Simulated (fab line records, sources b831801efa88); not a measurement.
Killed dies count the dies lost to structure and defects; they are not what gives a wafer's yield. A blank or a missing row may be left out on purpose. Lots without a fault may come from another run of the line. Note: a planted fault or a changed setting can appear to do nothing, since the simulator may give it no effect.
2 desks looking at one fault :: flow sky130 :: each desk has only its own numbers; what lay behind them comes last

== FROM THE METROLOGY DESK ==
Lot by lot, what the gauges showed, no matter which tool ran the lot: averages of those sampled wafers that carry a number. Marked OUT: a lot whose mean sits more than 4 standard deviations from the usual mean, which makes it out of limits; the brackets give that distance.
Columns: A = VIA1_W_THK at SKY_VIA1_THK_MEAS_23, usual 266 nm; B = METAL2_OVL at SKY_METAL2_OVL_MEAS_16, usual 0 nm; C = VIA2_BOW at SKY_VIA2_BOW_MEAS_03, usual 86 um
lot: L555
first seen here: day 34 16:29
A: 265
B: 6
C: 89

lot: L556
first seen here: day 35 01:49
A: 264
B: 15
C: 83

lot: L559
first seen here: day 35 10:36
A: 268
B: -1
C: 87

lot: L561
first seen here: day 36 12:46
A: 261
B: 4
C: 85

lot: L563
first seen here: day 36 13:06
A: 264
B: -7
C: 76

lot: L566
first seen here: day 37 17:52
A: 268
B: -0
C: 88

lot: L568
first seen here: day 38 01:08
A: 263
B: 1
C: 88

lot: L569
first seen here: day 38 07:25
A: 267
B: -0
C: 90

lot: L570
first seen here: day 38 12:50
A: 267
B: 8
C: 84

lot: L573
first seen here: day 39 16:59
A: 272
B: 42 (+7.3) OUT
C: 89

lot: L574
first seen here: day 39 17:43
A: 268
B: 34 (+5.9) OUT
C: 84

lot: L578
first seen here: day 40 20:04
A: 268
B: 2
C: 95
This desk finds L573, L574 out of limits, with the earliest case on L573 at day 40 17:26 (METAL2_OVL at SKY_METAL2_OVL_MEAS_16). In limits: L555, L556, L559, L561, L563, L566, L568, L569, L570, L578.

== AT THE TOOL OWNER'S DESK: krfScanner-02 ==
The tool's own readings at SKY_METAL2_EXPOSE_12 (exposes mask MM2, target cd 140 nm): means of the sampled wafers that have a number, for each lot that ran on this tool. Marked OUT: a lot whose mean sits more than 4 standard deviations from the usual mean, which makes it out of limits; the brackets give that distance.
Columns: A = focusOffsetNm at SKY_METAL2_EXPOSE_12, usual -0.1 nm
lot: L555
first seen here: day 35 06:58
A: 0.5

lot: L556
first seen here: day 35 15:11
A: -0.7

lot: L559
first seen here: day 36 00:22
A: 0.6

lot: L566
first seen here: day 38 07:10
A: -0.3

lot: L568
first seen here: day 38 14:23
A: -0.3

lot: L573
first seen here: day 40 05:41
A: -0.5

lot: L574
first seen here: day 40 06:46
A: -0.6
Result from this desk: across the 7 lots, nothing is out of limits.

== BROUGHT TOGETHER ==
On L573, L574, the metrology desk was in a position to raise an alarm at day 40 17:26.
The tool owner's desk saw nothing out of limits.
Tool owner's desk: L573, L574 on record, inside its limits.
All the named lots went through SKY_METAL2_EXPOSE_12 on krfScanner-02.

== WHAT WAS PUT IN BY THE SIMULATOR ==
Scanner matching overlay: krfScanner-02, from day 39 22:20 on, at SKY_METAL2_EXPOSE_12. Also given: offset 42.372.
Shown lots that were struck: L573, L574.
Hours from the fault's start to each desk's first reading out of limits: the metrology desk, 19.
